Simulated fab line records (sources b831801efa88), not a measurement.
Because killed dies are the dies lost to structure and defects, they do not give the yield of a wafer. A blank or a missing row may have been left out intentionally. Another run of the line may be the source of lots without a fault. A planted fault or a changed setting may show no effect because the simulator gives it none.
Code-filled problem report in 8D (eight disciplines) form -- flow sky130 -- the parts of the form that need people (team, actions taken, sign-off) are left out

## 1. THE ISSUE
Wafers without a fault read 14.27 s, standard deviation 0.035; strip_time_to_endpoint_s at SKY_RES_XHIGH_STRIP_08 reads a mean of 8.55 s on 6 wafers belonging to 2 lots. That is -99 or more standard deviations from the usual mean.
The step: strips in O2/N2.
Seen first at day 30 00:25 on plasma_asher-01, wafer L653.3. The record holds 36 wafers of 12 lots with a number at this step. By rule, "out" or "out of limits" means more than 4 standard deviations away from the usual mean. The rest of the wafers with a number are treated as sound.

## 2. WHAT THIS IS AND IS NOT
question,is,is not
which readings at this step,"strip_time_to_endpoint_s, oes_product_au",drypump_motor_current_A
which lots,"L653, L654","L648, L649, L650, L651, L655, L661, L662, L663, L665, L666"
which wafers of those lots,all that have a number,-
read on which tools,"plasma_asher-01, plasma_asher-02",plasma_asher-04
when,from day 30 00:25,"up to then (12 sound wafers); but 18 sound wafers of L655, L661, L662, L663, L665, L666 came after"

## 3. WHAT RULES OUT EACH SUSPECT
Counting: a tool stays on the suspect list if, at a process step up to the reading, it processed all lots that are out and no sound lot following the first of them.
- litho_track-01 at SKY_RES_XHIGH_COAT_02 (resist thk 1140 nm): ruled out as a lasting fault. The sound lots L665 went through it after L653, its earliest lot that is out (day 29 10:05).
Left after counting: nothing in the record.

## 4. THE CAUSE (what the simulator had put in)
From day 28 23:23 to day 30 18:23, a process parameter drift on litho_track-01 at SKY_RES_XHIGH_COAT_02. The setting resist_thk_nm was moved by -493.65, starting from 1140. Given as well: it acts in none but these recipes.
It was ruled out by counting, in error; the rule expects a fault to strike all lots run on its tool from its start on, and this fault did not.

## 5. THE CHAIN OF EFFECTS, in route order
Rows list readings where the struck wafers' mean (over those with a number) sits beyond 3 standard deviations from the usual. Scope: only readings with a usual standard deviation given in the record; hours: median across lots of the time from each lot's start at the first step in this table that gives one to its start at this step; sigmas: change in usual standard deviations.
hours,step,reading,usual,on struck wafers,change,sigmas
0,SKY_RES_XHIGH_STRIP_08,oes_product_au,0.711 a.u.,0.585,-0.126,-32
0,SKY_RES_XHIGH_STRIP_08,strip_time_to_endpoint_s,14.27 s,8.55,-5.72,-99 or more
Its process steps:
- SKY_RES_XHIGH_STRIP_08: strips in O2/N2.
Later steps that measure or inspect, where all struck wafers having a row at the step show a number for every such reading and not one has moved that far: SKY_LI_CONTACT_RS_MEAS_22.

## 6. WHAT WOULD HAVE CAUGHT IT SOONER
In this record no reading fell out of limits until day 30 00:25, 25 hours after the fault had begun at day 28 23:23.
An alarm limit of 4 standard deviations would not have fired on the tool readings at SKY_RES_XHIGH_COAT_02 for which the record gives a usual standard deviation, since none of them was out on any struck wafer.
